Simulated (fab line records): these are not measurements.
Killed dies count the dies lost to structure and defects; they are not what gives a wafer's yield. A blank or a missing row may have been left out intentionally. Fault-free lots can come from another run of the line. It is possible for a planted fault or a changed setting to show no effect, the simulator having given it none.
Matching of chambers :: flow sky130 :: SKY_VIA2_CMP_02 on cmp-01 has 4 sister chambers
The step polishes SiO2. 8 wafers are shown with their chamber, then 12 later ones without.

WAFERS WITH THEIR CHAMBER
wafer: L085.5
chamber: 0
motor-current-A (A): 12.3
slurry-filter-dp-kPa (kPa): 13.27

wafer: L086.5
chamber: 3
motor-current-A (A): 14.8
slurry-filter-dp-kPa (kPa): 13.34

wafer: L088.1
chamber: 2
motor-current-A (A): 12.4
slurry-filter-dp-kPa (kPa): 13.45

wafer: L088.2
chamber: 3
motor-current-A (A): 13.9
slurry-filter-dp-kPa (kPa): 13.53

wafer: L088.5
chamber: 1
motor-current-A (A): 9.5
slurry-filter-dp-kPa (kPa): 13.56

wafer: L089.1
chamber: 1
motor-current-A (A): 10.0
slurry-filter-dp-kPa (kPa): 13.41

wafer: L089.3
chamber: 0
motor-current-A (A): 12.7
slurry-filter-dp-kPa (kPa): 13.65

wafer: L089.6
chamber: 2
motor-current-A (A): 12.0
slurry-filter-dp-kPa (kPa): 13.56

WAFERS MISSING THEIR CHAMBER
wafer: L090.1
motor-current-A (A): 14.4
slurry-filter-dp-kPa (kPa): 13.44

wafer: L090.3
motor-current-A (A): 12.2
slurry-filter-dp-kPa (kPa): 13.46

wafer: L090.6
motor-current-A (A): 12.5
slurry-filter-dp-kPa (kPa): 13.56

wafer: L093.2
motor-current-A (A): 12.3
slurry-filter-dp-kPa (kPa): 13.48

wafer: L093.4
motor-current-A (A): 11.8
slurry-filter-dp-kPa (kPa): 13.52

wafer: L093.5
motor-current-A (A): 9.8
slurry-filter-dp-kPa (kPa): 13.78

wafer: L094.4
motor-current-A (A): 14.6
slurry-filter-dp-kPa (kPa): 13.63

wafer: L094.5
motor-current-A (A): 14.6
slurry-filter-dp-kPa (kPa): 13.22

wafer: L094.6
motor-current-A (A): 12.2
slurry-filter-dp-kPa (kPa): 13.29

wafer: L096.1
motor-current-A (A): 14.4
slurry-filter-dp-kPa (kPa): 13.28

wafer: L096.2
motor-current-A (A): 10.1
slurry-filter-dp-kPa (kPa): 13.53

wafer: L096.4
motor-current-A (A): 12.6
slurry-filter-dp-kPa (kPa): 13.61

THE CHAMBER EACH PASSED THROUGH
wafer: L090.1
from the rows above: 3
in truth: 3

wafer: L090.3
from the rows above: can't be placed: 2 or 0
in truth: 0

wafer: L090.6
from the rows above: can't be placed: 0 or 2
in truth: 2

wafer: L093.2
from the rows above: can't be placed: 2 or 0
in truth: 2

wafer: L093.4
from the rows above: can't be placed: 2 or 0
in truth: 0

wafer: L093.5
from the rows above: 1
in truth: 1

wafer: L094.4
from the rows above: 3
in truth: 3

wafer: L094.5
from the rows above: 3
in truth: 3

wafer: L094.6
from the rows above: can't be placed: 0 or 2
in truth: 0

wafer: L096.1
from the rows above: 3
in truth: 3

wafer: L096.2
from the rows above: 1
in truth: 1

wafer: L096.4
from the rows above: can't be placed: 0 or 2
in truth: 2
6 of 12 placed correctly. Can't be placed from these rows: 6 (the true chamber is among the candidates in 6). Number placed wrongly: 0.
How it was worked out, from the rows above alone: a wafer's distance from a chamber is the root of the sum, over the readings, of the square of ((its reading less the chamber's mean) divided by the reading's scatter). The wafer belongs to the nearest chamber; if the next one is less than 2 further off, it can't be placed. For every chamber, the mean is computed from those of its wafers that are shown. How the scatter is found: for the shown wafers, subtract from each reading the mean of its chamber, square and add these, divide the total by (wafers less chambers), then take the root.
